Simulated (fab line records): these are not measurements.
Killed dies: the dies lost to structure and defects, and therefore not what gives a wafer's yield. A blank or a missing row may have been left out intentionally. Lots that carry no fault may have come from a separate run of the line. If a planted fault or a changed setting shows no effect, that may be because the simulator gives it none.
A struck lot beside a sound one    flow sky130    26 steps out of a route of 708
Sound: these wafers, L829.1, L829.3, L829.5. The struck wafers were L838.2, L838.4, L838.6. The cause is named last.
Order at every step that has rows: each side's tool, ch and its chambers, its first start. Under that, the readings that differ: sound wafers    struck wafers    difference of the means    sigmas: that difference in standard deviations of wafers without a fault.
alike: words and numbers the same on both sides, and readings whose means are apart by under 2 such deviations; not compared: readings that were withheld, readings missing a value for some wafer, numbers with overlapping values and no deviation given by the record, and bounds like >300 which may hide the same value.
The two part at a step that has a row with sigmas, a row that says differs or no value, or rows on one side only. Non-overlapping numbers with no deviation appear without sigmas and do not part them. Lack of a reading on every wafer of one side parts them only where that side has two or more wafers.

SKY_VT_ADJUST_NCORE_STRIP_10: strips in O2/N2.
  sound on plasma_asher-04 ch 0,1, day 9 02:43; struck on plasma_asher-02 ch 0,1, day 11 22:07
  alike: chamber_pressure_mTorr, drypump_motor_current_A, oes_product_au, strip_time_to_endpoint_s
  not compared: rf_hours_counter_h
SKY_VT_ADJUST_NCORE_TW_MEAS_11:
  sound on film_metro-02, day 9 02:49; struck on film_metro-03, day 11 22:13
reading             sound              struck             difference  sigmas
VT_ADJUST_NCORE_TW  222.3 221.2 221.3  218.5 219.3 218.6  -2.8        -2
then, 7 steps without rows for these wafers: SKY_VT_ADJUST_HVTR_DEHYDRATE_00 (time 60 s); SKY_VT_ADJUST_HVTR_HMDS_01 (prime time 60 s); SKY_VT_ADJUST_HVTR_COAT_02 (resist thk 1140 nm); SKY_VT_ADJUST_HVTR_SOFTBAKE_03 (time 60 s); SKY_VT_ADJUST_HVTR_EXPOSE_04 (exposes mask HVTRM, target cd 380 nm); SKY_VT_ADJUST_HVTR_PEB_05; SKY_VT_ADJUST_HVTR_DEVELOP_06 (develop time 60 s).
SKY_VT_ADJUST_HVTR_CD_MEAS_07: target cd 380 nm.
  sound on cd_sem-01, day 10 00:20; struck on cd_sem-01, day 12 22:22
  alike: cd_nm
SKY_VT_ADJUST_HVTR_OVL_MEAS_08:
  sound on overlay-02, day 10 00:28; struck on overlay-02, day 12 22:28
  alike: VT_ADJUST_HVTR_OVL
following that, these wafers have no rows for 1 step: SKY_VT_ADJUST_HVTR_IMPLANT_09.
SKY_VT_ADJUST_HVTR_STRIP_10: strips in O2/N2.
  sound on plasma_asher-01 ch 0,1, day 10 00:39; struck on plasma_asher-04 ch 1, day 12 22:39
  no value came back on the struck wafers for chamber_pressure_mTorr (mTorr), drypump_motor_current_A (A), oes_product_au (a.u.), strip_time_to_endpoint_s (s); on the sound wafers chamber_pressure_mTorr (mTorr) reads 1501.8 1499.0 1501.0
reading                                              sound  struck          difference  sigmas
model.NOVOLAK_of_VT_ADJUST_HVTR_COAT_02.thk_nm (nm)  0 0 0  1141 1145 1143  +1143       
  not compared: rf_hours_counter_h
SKY_VT_ADJUST_HVTR_TW_MEAS_11:
  sound on film_metro-02, day 10 00:45; struck on film_metro-02, day 12 22:47
  alike: VT_ADJUST_HVTR_TW
then, 7 steps without rows for these wafers: SKY_VT_ADJUST_PCH_DEHYDRATE_00 (time 60 s); SKY_VT_ADJUST_PCH_HMDS_01 (prime time 60 s); SKY_VT_ADJUST_PCH_COAT_02 (resist thk 3000 nm); SKY_VT_ADJUST_PCH_SOFTBAKE_03; SKY_VT_ADJUST_PCH_EXPOSE_04 (exposes mask NWM, target cd 840 nm); SKY_VT_ADJUST_PCH_PEB_05; SKY_VT_ADJUST_PCH_DEVELOP_06 (develop time 60 s).
SKY_VT_ADJUST_PCH_OVL_MEAS_07:
  sound on overlay-01, day 11 00:09; struck on overlay-01, day 14 00:45
  alike: VT_ADJUST_PCH_OVL
following that, these wafers have no rows for 1 step: SKY_VT_ADJUST_PCH_IMPLANT_08.
SKY_VT_ADJUST_PCH_STRIP_09: strips in O2/N2.
  sound on plasma_asher-02 ch 0,1, day 11 00:20; struck on plasma_asher-01 ch 0, day 14 00:56
reading                       sound              struck             difference  sigmas
drypump_motor_current_A (A)   6.1 5.8 5.8        6.6 6.6 6.6        +0.7        +2
strip_time_to_endpoint_s (s)  36.76 36.82 36.82  53.61 53.70 53.73  +16.88      +99 or more
  alike: chamber_pressure_mTorr, oes_product_au
  not compared: rf_hours_counter_h
SKY_VT_ADJUST_PCH_TW_MEAS_10:
  sound on film_metro-01, day 11 00:26; struck on film_metro-02, day 14 01:02
reading           sound              struck          difference  sigmas
VT_ADJUST_PCH_TW  143.5 143.8 143.5  30.0 30.0 30.0  -113.6      -99 or more
then, 1 step without rows for these wafers: SKY_SONOS_TUNNEL_DEHYDRATE_00 (time 60 s).

== WHERE THEY PART ==
First at SKY_VT_ADJUST_NCORE_TW_MEAS_11; last, within this record, at SKY_VT_ADJUST_PCH_TW_MEAS_10.

WHY: the cause the simulator had injected
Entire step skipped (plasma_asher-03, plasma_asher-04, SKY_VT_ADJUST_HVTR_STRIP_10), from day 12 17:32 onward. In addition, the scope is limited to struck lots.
